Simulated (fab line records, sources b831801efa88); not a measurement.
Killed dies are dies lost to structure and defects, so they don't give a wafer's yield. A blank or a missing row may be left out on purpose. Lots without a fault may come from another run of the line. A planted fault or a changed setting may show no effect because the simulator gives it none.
Which tool did it? | flow sky130 | 11 lots, 32 wafers sampled, at 3 steps of a route of 708

WHAT THE GAUGES READ, wafer by wafer
SKY_FIELD_ISO_BOW_MEAS_00.
lot  | measured    | on            | INCOMING_BOW (um)
L291 | day 1 10:01 | film_metro-03 | 4 4 4
L292 | day 1 15:00 | film_metro-02 | 1 9 -17
L293 | day 1 20:01 | film_metro-01 | -7 12 -9
L294 | day 2 01:02 | film_metro-02 | -10 11 1
L295 | day 2 06:00 | film_metro-02 | 0 0 2
L296 | day 2 11:00 | film_metro-03 | 0 25 6
L297 | day 2 16:00 | film_metro-02 | -4 -3 -5
L306 | day 4 13:02 | film_metro-03 | 9 -10 8
L309 | day 5 04:00 | film_metro-03 | 1 -11
L311 | day 5 14:00 | film_metro-03 | 4 -3 0
L312 | day 5 19:01 | film_metro-03 | 4 3 4

SKY_FIELD_ISO_CD_MEAS_13: target cd 150 nm.
lot  | measured    | on        | cd_nm (nm)
L291 | day 2 05:55 | cd_sem-02 | 151.7 151.2 149.9
L292 | day 2 09:35 | cd_sem-02 | 150.5 148.3 149.6
L293 | day 2 15:18 | cd_sem-02 | 148.9 149.1 149.1
L294 | day 2 20:20 | cd_sem-02 | 150.8 150.3 151.2
L295 | day 3 02:08 | cd_sem-01 | 151.6 151.7 150.6
L296 | day 3 09:02 | cd_sem-02 | 152.0 153.0 152.1
L297 | day 3 12:23 | cd_sem-01 | 152.5 151.6 150.7
L306 | day 5 10:19 | cd_sem-01 | 149.2 149.6 148.9
L309 | day 6 02:02 | cd_sem-02 | 151.9 151.1
L311 | day 6 16:50 | cd_sem-02 | 149.8 151.0 151.6
L312 | day 6 19:16 | cd_sem-01 | 152.2 151.6 152.8

SKY_FIELD_ISO_THK_MEAS_23.
lot  | measured    | on            | FIELD_ISO_OXIDATION_01_THK (nm)
L291 | day 2 07:44 | film_metro-01 | 9.90 9.68 9.78
L292 | day 2 11:26 | film_metro-01 | 10.01 9.89 10.09
L293 | day 2 17:08 | film_metro-02 | 10.26 10.13 10.14
L294 | day 2 22:31 | film_metro-01 | 9.66 9.68 9.71
L295 | day 3 05:02 | film_metro-01 | 9.61 9.76 9.96
L296 | day 3 12:16 | film_metro-01 | 10.05 10.15 9.96
L297 | day 3 15:37 | film_metro-03 | 9.64 9.68 9.68
L306 | day 5 12:49 | film_metro-03 | 10.09 10.16 10.17
L309 | day 6 03:53 | film_metro-03 | 10.29 10.17
L311 | day 6 18:40 | film_metro-01 | 10.17 10.21 10.29
L312 | day 6 21:05 | film_metro-01 | 9.84 9.94 9.79

WHICH TOOL RAN EACH LOT (tool, then ch and the chambers of the sampled wafers, then the start)
The record holds no process step before these readings.

WHAT THE TOOLS THEMSELVES READ (means of the sampled wafers that have a number; where no wafer has one, the mark that the record gives instead)
The record holds no such reading with a usual standard deviation.

THE ANSWER, worked out from the rows above alone
Rule: what is usual is taken from the lots themselves. Put in order of their means at a reading, lots are off if they are a third of the lots or fewer, leave a main group of 4 or more, and stand apart from it by a gap of 3 or more times the standard deviation of the main group's means; of several such gaps the widest counts. A main group whose means are all the same, to the digits that the tables above print for the reading, isn't used. A lot without any number at a reading at which 4 lots or more have one is off too. The other lots that the step has rows for count as sound. The gauges are gone through in route order, then the tools' own readings, and for those a lot's mean is taken as printed above. The first step at which some lot is off is used, and at that step the reading that is off furthest; a lot without a number counts as furthest.
No lot is off at any reading shown: from this, nothing can be told.

WHAT THE SIMULATOR HAD PUT IN
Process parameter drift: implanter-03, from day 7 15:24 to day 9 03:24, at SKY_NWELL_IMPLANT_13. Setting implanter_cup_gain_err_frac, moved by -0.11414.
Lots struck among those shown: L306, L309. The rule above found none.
